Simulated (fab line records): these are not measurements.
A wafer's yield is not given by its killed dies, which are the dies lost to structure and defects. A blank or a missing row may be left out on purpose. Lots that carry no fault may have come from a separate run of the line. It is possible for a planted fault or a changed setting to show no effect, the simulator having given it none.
fab line records | flow sky130
[record] lots = 13 | wafers = 37 | lastDay = 50
route steps=708 shown CONTACT@421 METAL1@434
lots untouched by any fault: they come from a run of this same line in which no faults occurred
startH: hours from the record's opening day to when the first of the lot's shown wafers began | waitH: hours from the lot's prior step to this one | " unchanged from the row above | L1.1+2: several wafers, shown together as one row | - no value present, or no start provided | * or withheld: withheld | < > ~ a bound
route shown NAME@n: a module of which the file shows steps, and the number in the route of the first | usual: the fault-free wafers' mean and standard deviation | same: alike in all rows | chamber/n: place in a boat | sites: each site's reading | _std_site: how widely they spread, as a standard deviation | _edge_site: outer sites' mean less inner sites' | radiusMm: how far each site lies from the wafer's centre | mask NAME#n: copy n | behind: the most recent tool/chamber to have shaped the wafer | hold: the reason the lot was held/the length of the hold in hours/how it ended | device: transistor that didn't switch, given as n, p or np | end of line: the route-end tests of the same wafers | a step with no rows: only its recipe | killed: dies that structure and defects cost at the first sort, which is not the same as the wafer's yield | map: the dies of a wafer, with x for killed, . for not killed, _ for no die there
set.NAME: the setting the step ran with; set.NAME@STEP: the setting that earlier step ran with | model.NAME: the simulator's own value behind a step, which no gauge read
the route's steps for a sample of lots (tables are steps, rows are wafers)
services: the hour from which a tool's chamber was out of use, counted from the record's first day as startH (under 0 if before that day), plus the number of hours and why
[[steps]]
[step SKY_CONTACT_OVL_MEAS_15]
[usual] CONTACT_OVL = -1/5
lot.wafer | tool       | chamber | startH | waitH | CONTACT_OVL[nm]
L361.3    | overlay-01 | -       | 751.86 | 0.1   | -9
L361.4    | "          | -       | "      | "     | -7
L361.6    | "          | -       | "      | "     | -11
L363.1    | overlay-01 | -       | 758.73 | 0.1   | -1
L363.2    | "          | -       | "      | "     | -8
L363.3    | "          | -       | "      | "     | 5
L362.1    | overlay-02 | -       | 760.83 | 0.1   | -5
L362.3    | "          | -       | "      | "     | 2
L362.5    | "          | -       | "      | "     | 2
L365.2    | overlay-02 | -       | 769.33 | 0.1   | 5
L365.4    | "          | -       | "      | "     | 10
L365.6    | "          | -       | "      | "     | 3
L366.3    | overlay-02 | -       | 775.16 | 0.1   | -2
L366.5    | "          | -       | "      | "     | 1
L366.6    | "          | -       | "      | "     | 0
L368.2    | overlay-01 | -       | 789.73 | 0.1   | -1
L368.3    | "          | -       | "      | "     | -1
L368.6    | "          | -       | "      | "     | 0
L367.3    | overlay-02 | -       | 794.21 | 0.1   | -2
L367.4    | "          | -       | "      | "     | -4
L367.6    | "          | -       | "      | "     | 0
L371.4    | overlay-01 | -       | 816.55 | 0.1   | -9
L371.5    | "          | -       | "      | "     | -11
L371.6    | "          | -       | "      | "     | -8
L373.1    | overlay-02 | -       | 826.63 | 0.1   | 4
L373.3    | "          | -       | "      | "     | 9
L373.5    | "          | -       | "      | "     | -2
L375.2    | overlay-01 | -       | 839.88 | 0.1   | 5
L375.3    | "          | -       | "      | "     | 4
L375.5    | "          | -       | "      | "     | 7
L378.5    | overlay-01 | -       | 859.22 | 0.0   | -3
L382.2    | overlay-01 | -       | 893.11 | 0.1   | -7
L382.5    | "          | -       | "      | "     | 2
L382.6    | "          | -       | "      | "     | -6
L383.4    | overlay-02 | -       | 896.52 | 0.1   | -8
L383.5    | "          | -       | "      | "     | -6
L383.6    | "          | -       | "      | "     | -8
[step SKY_METAL1_SPUTTER_00]
[recipe] material = Ti | targetThkNm = 15 | powerW = 2953 | timeS = 10 | chamberPressurePa = 0.4
[usual] cathodeDcPowerW = 2952.9/0.54 | chamberPressurePa = 0.4001/0.00088 | throttleValvePct = 30.1/1
lot.wafer | tool          | chamber | startH | waitH | cathodeDcPowerW | chamberPressurePa | throttleValvePct
L361.3    | pvdSputter-04 | -       | 753.26 | 0.2   | 2953.0          | 0.4000            | 30.8
L361.4    | "             | -       | "      | "     | 2953.1          | 0.4007            | 29.2
L361.6    | "             | -       | "      | "     | 2952.3          | 0.4004            | 30.9
L363.1    | pvdSputter-04 | -       | 760.14 | 0.1   | 2952.8          | 0.4009            | 29.4
L363.2    | "             | -       | "      | "     | 2953.6          | 0.3996            | 30.0
L363.3    | "             | -       | "      | "     | 2952.2          | 0.4007            | 30.9
L362.1    | pvdSputter-03 | -       | 762.24 | 0.2   | 2952.6          | 0.3997            | 29.2
L362.3    | "             | -       | "      | "     | 2951.8          | 0.4006            | 29.0
L362.5    | "             | -       | "      | "     | 2953.8          | 0.4006            | 31.2
L365.2    | pvdSputter-03 | -       | 770.77 | 0.1   | 2953.8          | 0.3997            | 31.5
L365.4    | "             | -       | "      | "     | 2953.1          | 0.4009            | 31.5
L365.6    | "             | -       | "      | "     | 2952.4          | 0.4008            | 28.9
L366.3    | pvdSputter-02 | -       | 776.57 | 0.2   | 2952.3          | 0.4001            | 29.8
L366.5    | "             | -       | "      | "     | 2953.0          | 0.4008            | 29.9
L366.6    | "             | -       | "      | "     | 2952.5          | 0.3991            | 31.0
L368.2    | pvdSputter-03 | -       | 791.18 | 0.2   | 2953.5          | 0.3995            | 31.7
L368.3    | "             | -       | "      | "     | 2952.5          | 0.4000            | 28.9
L368.6    | "             | -       | "      | "     | 2953.5          | 0.4005            | 32.0
L367.3    | pvdSputter-04 | -       | 795.61 | 0.1   | 2952.7          | 0.3998            | 30.8
L367.4    | "             | -       | "      | "     | 2952.9          | 0.4001            | 29.8
L367.6    | "             | -       | "      | "     | 2952.7          | 0.4008            | 29.3
L371.4    | pvdSputter-03 | -       | 817.95 | 0.1   | 2952.7          | 0.4008            | 28.9
L371.5    | "             | -       | "      | "     | 2952.8          | 0.3992            | 28.9
L371.6    | "             | -       | "      | "     | 2953.3          | 0.4000            | 29.1
L373.1    | pvdSputter-02 | -       | 828.08 | 0.1   | 2953.8          | 0.3991            | 30.1
L373.3    | "             | -       | "      | "     | 2952.7          | 0.4001            | 31.3
L373.5    | "             | -       | "      | "     | 2952.9          | 0.4015            | 30.7
L375.2    | pvdSputter-03 | -       | 841.29 | 0.1   | 2952.4          | 0.4006            | 31.8
L375.3    | "             | -       | "      | "     | 2951.5          | 0.4006            | 31.6
L375.5    | "             | -       | "      | "     | 2953.0          | 0.4008            | 28.9
L378.5    | pvdSputter-04 | -       | 860.63 | 0.1   | 2953.6          | 0.3865            | 29.9
L382.2    | pvdSputter-02 | -       | 894.52 | 0.1   | 2953.4          | 0.4003            | 31.1
L382.5    | "             | -       | "      | "     | 2953.5          | 0.4000            | 28.9
L382.6    | "             | -       | "      | "     | 2952.6          | 0.3991            | 30.0
L383.4    | pvdSputter-02 | -       | 897.91 | 0.1   | 2952.9          | 0.4011            | 30.8
L383.5    | "             | -       | "      | "     | 2953.5          | 0.4001            | 31.1
L383.6    | "             | -       | "      | "     | 2952.3          | 0.4004            | 30.9
[step SKY_METAL1_SPUTTER_01]
[recipe] material = TiN | targetThkNm = 20 | powerW = 6500 | timeS = 16.7 | chamberPressurePa = 0.4
[usual] cathodeDcPowerW = 6500.0/1.2 | chamberPressurePa = 0.4000/0.00079 | throttleValvePct = 30.1/1
lot.wafer | tool          | chamber | startH | waitH | cathodeDcPowerW | chamberPressurePa | throttleValvePct
L361.3    | pvdSputter-04 | -       | 753.28 | 0.0   | 6498.9          | 0.3996            | 30.9
L361.4    | "             | -       | "      | "     | 6499.9          | 0.4003            | 29.3
L361.6    | "             | -       | "      | "     | 6501.0          | 0.3986            | 30.7
L363.1    | pvdSputter-04 | -       | 760.16 | 0.0   | 6499.5          | 0.3994            | 29.4
L363.2    | "             | -       | "      | "     | 6500.4          | 0.4004            | 29.8
L363.3    | "             | -       | "      | "     | 6499.8          | 0.4011            | 30.6
L362.1    | pvdSputter-03 | -       | 762.26 | 0.0   | 6499.6          | 0.3993            | 29.0
L362.3    | "             | -       | "      | "     | 6499.1          | 0.3983            | 28.7
L362.5    | "             | -       | "      | "     | 6500.7          | 0.4001            | 31.6
L365.2    | pvdSputter-03 | -       | 770.79 | 0.0   | 6502.0          | 0.3986            | 31.5
L365.4    | "             | -       | "      | "     | 6499.3          | 0.3988            | 31.7
L365.6    | "             | -       | "      | "     | 6499.4          | 0.3985            | 28.6
L366.3    | pvdSputter-02 | -       | 776.59 | 0.0   | 6499.6          | 0.3998            | 30.3
L366.5    | "             | -       | "      | "     | 6499.2          | 0.3996            | 30.0
L366.6    | "             | -       | "      | "     | 6499.2          | 0.3987            | 30.8
L368.2    | pvdSputter-03 | -       | 791.20 | 0.0   | 6500.8          | 0.3989            | 32.1
L368.3    | "             | -       | "      | "     | 6500.3          | 0.4024            | 29.0
L368.6    | "             | -       | "      | "     | 6501.9          | 0.3997            | 31.8
L367.3    | pvdSputter-04 | -       | 795.63 | 0.0   | 6499.9          | 0.3998            | 30.7
L367.4    | "             | -       | "      | "     | 6498.7          | 0.3996            | 29.8
L367.6    | "             | -       | "      | "     | 6499.6          | 0.3996            | 29.4
L371.4    | pvdSputter-03 | -       | 817.98 | 0.0   | 6500.9          | 0.3999            | 29.0
L371.5    | "             | -       | "      | "     | 6498.4          | 0.4011            | 28.9
L371.6    | "             | -       | "      | "     | 6499.3          | 0.4005            | 28.9
L373.1    | pvdSputter-02 | -       | 828.11 | 0.0   | 6499.6          | 0.4002            | 29.8
L373.3    | "             | -       | "      | "     | 6500.8          | 0.4007            | 31.2
L373.5    | "             | -       | "      | "     | 6500.4          | 0.3992            | 30.9
L375.2    | pvdSputter-03 | -       | 841.32 | 0.0   | 6498.9          | 0.4013            | 31.8
L375.3    | "             | -       | "      | "     | 6500.0          | 0.4004            | 31.6
L375.5    | "             | -       | "      | "     | 6500.9          | 0.4031            | 29.0
L378.5    | pvdSputter-04 | -       | 860.66 | 0.0   | 6500.8          | 0.4004            | 28.9
L382.2    | pvdSputter-02 | -       | 894.54 | 0.0   | 6497.5          | 0.3992            | 31.1
L382.5    | "             | -       | "      | "     | 6498.6          | 0.3998            | 28.2
L382.6    | "             | -       | "      | "     | 6500.7          | 0.4001            | 30.0
L383.4    | pvdSputter-02 | -       | 897.93 | 0.0   | 6498.4          | 0.4013            | 31.1
L383.5    | "             | -       | "      | "     | 6501.3          | 0.3990            | 31.0
L383.6    | "             | -       | "      | "     | 6499.4          | 0.4002            | 30.9
[step SKY_METAL1_RS_MEAS_05]
[recipe] thkMeasGauge = four-point-probe | reads = TiN_of_METAL1_SPUTTER_04+Ti_of_METAL1_SPUTTER_03+AlCu_of_METAL1_SPUTTER_02+TiN_of_METAL1_SPUTTER_01+Ti_of_METAL1_SPUTTER_00
[usual] METAL1_ALCU_RS = 0.1278/0.0017
lot.wafer | tool         | chamber | startH | waitH | METAL1_ALCU_RS[ohm/sq]
L361.3    | filmMetro-02 | -       | 753.44 | 0.1   | 0.1298
L361.4    | "            | -       | "      | "     | 0.1299
L361.6    | "            | -       | "      | "     | 0.1302
L363.1    | filmMetro-03 | -       | 760.28 | 0.0   | 0.1266
L363.2    | "            | -       | "      | "     | 0.1264
L363.3    | "            | -       | "      | "     | 0.1290
L362.1    | filmMetro-03 | -       | 762.38 | 0.0   | 0.1287
L362.3    | "            | -       | "      | "     | 0.1302
L362.5    | "            | -       | "      | "     | 0.1285
L365.2    | filmMetro-01 | -       | 770.93 | 0.0   | 0.1291
L365.4    | "            | -       | "      | "     | 0.1288
L365.6    | "            | -       | "      | "     | 0.1297
L366.3    | filmMetro-03 | -       | 776.75 | 0.1   | 0.1253
L366.5    | "            | -       | "      | "     | 0.1256
L366.6    | "            | -       | "      | "     | 0.1279
L368.2    | filmMetro-01 | -       | 791.39 | 0.1   | 0.1272
L368.3    | "            | -       | "      | "     | 0.1304
L368.6    | "            | -       | "      | "     | 0.1265
L367.3    | filmMetro-03 | -       | 795.79 | 0.1   | 0.1260
L367.4    | "            | -       | "      | "     | 0.1262
L367.6    | "            | -       | "      | "     | 0.1258
L371.4    | filmMetro-02 | -       | 818.15 | 0.1   | 0.1304
L371.5    | "            | -       | "      | "     | 0.1299
L371.6    | "            | -       | "      | "     | 0.1315
L373.1    | filmMetro-03 | -       | 828.22 | 0.0   | 0.1268
L373.3    | "            | -       | "      | "     | 0.1257
L373.5    | "            | -       | "      | "     | 0.1270
L375.2    | filmMetro-03 | -       | 841.45 | 0.0   | 0.1256
L375.3    | "            | -       | "      | "     | 0.1289
L375.5    | "            | -       | "      | "     | 0.1312
L378.5    | filmMetro-01 | -       | 860.84 | 0.1   | 0.1295
L382.2    | filmMetro-02 | -       | 894.68 | 0.0   | 0.1243
L382.5    | "            | -       | "      | "     | 0.1277
L382.6    | "            | -       | "      | "     | 0.1256
L383.4    | filmMetro-01 | -       | 898.11 | 0.1   | 0.1277
L383.5    | "            | -       | "      | "     | 0.1251
L383.6    | "            | -       | "      | "     | 0.1283
[[services]]
tool          | chamber | startH | hours | kind
pvdSputter-04 | -       | 879.10 | 2.1   | repair
[[key]]
[firstSign] step = SKY_METAL1_SPUTTER_00 | reading = chamberPressurePa | direction = down | sigmas = 15 | usual = 0.4001 | struck = 0.3865
effect none on later readings
metAt SKY_METAL1_SPUTTER_00
struckLots L378
struckWafers L378.5
rowsEnd L378.5
notActingAt SKY_CONTACT_OVL_MEAS_15,SKY_METAL1_SPUTTER_01,SKY_METAL1_RS_MEAS_05
onsetBetween 795.61 860.63
[earlierFault] kind = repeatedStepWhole | tool = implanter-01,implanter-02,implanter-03 | chamber = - | onsetH = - | steps = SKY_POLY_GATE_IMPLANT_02 | times = 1 | scope = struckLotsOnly
[fault] kind = processParameterDrift | tool = pvdSputter-04 | chamber = - | onsetH = 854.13 | steps = SKY_METAL1_SPUTTER_00 | channel = chamberPressurePa | offset = -0.013604 | shape = step | actsIn = theseRecipesOnly | stated = 0.4 | scope = struckWafersOnly
// rowsEnd: these wafers met a further fault down the route, and their rows from its step on are left out
